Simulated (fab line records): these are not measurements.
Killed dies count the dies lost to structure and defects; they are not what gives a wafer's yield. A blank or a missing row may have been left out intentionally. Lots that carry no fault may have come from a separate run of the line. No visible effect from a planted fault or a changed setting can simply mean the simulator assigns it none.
One fault seen from 2 desks | flow gf180mcu | each desk has only its own numbers; what lay behind them comes last

## THE TOOL OWNER'S DESK: rieDiel-01
The tool's own readings at GF_PASSIVATION_ETCH_11 (etches the open film in CF4/O2, stops on TiN, target depth 2040 nm, time 453.3 s): means of the sampled wafers that have a number, for each lot that ran on this tool. A lot is out of limits, marked OUT, if its mean lies more than 4 standard deviations from the usual mean; the brackets give that distance.
Columns: A = O2_flow_sccm at GF_PASSIVATION_ETCH_11, usual 9.997 sccm; B = drypumpMotorCurrentA at GF_PASSIVATION_ETCH_11, usual 5.6 A; C = oesProductAu at GF_PASSIVATION_ETCH_11, usual 0.990 a.u.; D = rfFwdPowerW at GF_PASSIVATION_ETCH_11, usual 799.0 W; E = throttleValvePct at GF_PASSIVATION_ETCH_11, usual 5.967 %
lot  | first seen here | A      | B   | C               | D     | E
L366 | day 30 02:49    | 9.970  | 5.5 | 0.992           | 800.1 | 5.970
L369 | day 31 01:56    | 9.978  | 5.5 | 0.926 (-13) OUT | 797.0 | 5.957
L373 | day 32 00:19    | 9.981  | 5.5 | 0.923 (-13) OUT | 798.0 | 5.952
L383 | day 34 10:16    | 9.995  | 5.5 | 0.994           | 800.5 | 5.967
L385 | day 34 18:40    | 10.030 | 5.5 | 0.989           | 797.6 | 5.969
This desk finds L369, L373 out of limits, L369 being first, at day 31 01:56 (oesProductAu at GF_PASSIVATION_ETCH_11). L366, L383, L385: within limits.

## AT THE METROLOGY DESK
What the gauges read, lot by lot, whatever tool the lot ran on: means of the sampled wafers that have a number. A lot is out of limits, marked OUT, if its mean lies more than 4 standard deviations from the usual mean; the brackets give that distance.
Columns: A = M3_OVL at GF_M3_OVL_MEAS_15, usual 1 nm; B = V3_CVD_00_THK at GF_V3_THK_MEAS_01, usual 600 nm
lot  | first seen here | A  | B
L363 | day 21 21:22    | 5  | 599
L366 | day 22 18:55    | 4  | 612
L369 | day 23 19:49    | 10 | 607
L370 | day 24 09:16    | 9  | 599
L373 | day 25 03:02    | 2  | 601
L374 | day 25 17:07    | 0  | 596
L379 | day 27 01:25    | 2  | 602
L382 | day 28 01:19    | 5  | 592
L383 | day 28 06:54    | -6 | 603
L384 | day 28 09:53    | 1  | 597
L385 | day 28 17:10    | 1  | 602
This desk found nothing out of limits on any of the 11 lots.

## ALL TOGETHER
The tool owner's desk could have raised an alarm at day 31 01:56, on L369, L373.
The metrology desk saw nothing out of limits.
The metrology desk has L369, L373 on record, within its limits.
All the named lots went through GF_PASSIVATION_ETCH_11 on rieDiel-01.

## WHAT THE SIMULATOR HAD PUT IN
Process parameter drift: rieDiel-01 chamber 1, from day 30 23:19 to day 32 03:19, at GF_PASSIVATION_ETCH_11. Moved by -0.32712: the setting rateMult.
Struck lots among those shown: L369, L373.
Each desk's first reading out of limits, in hours after the fault started: the tool owner's desk, 3.
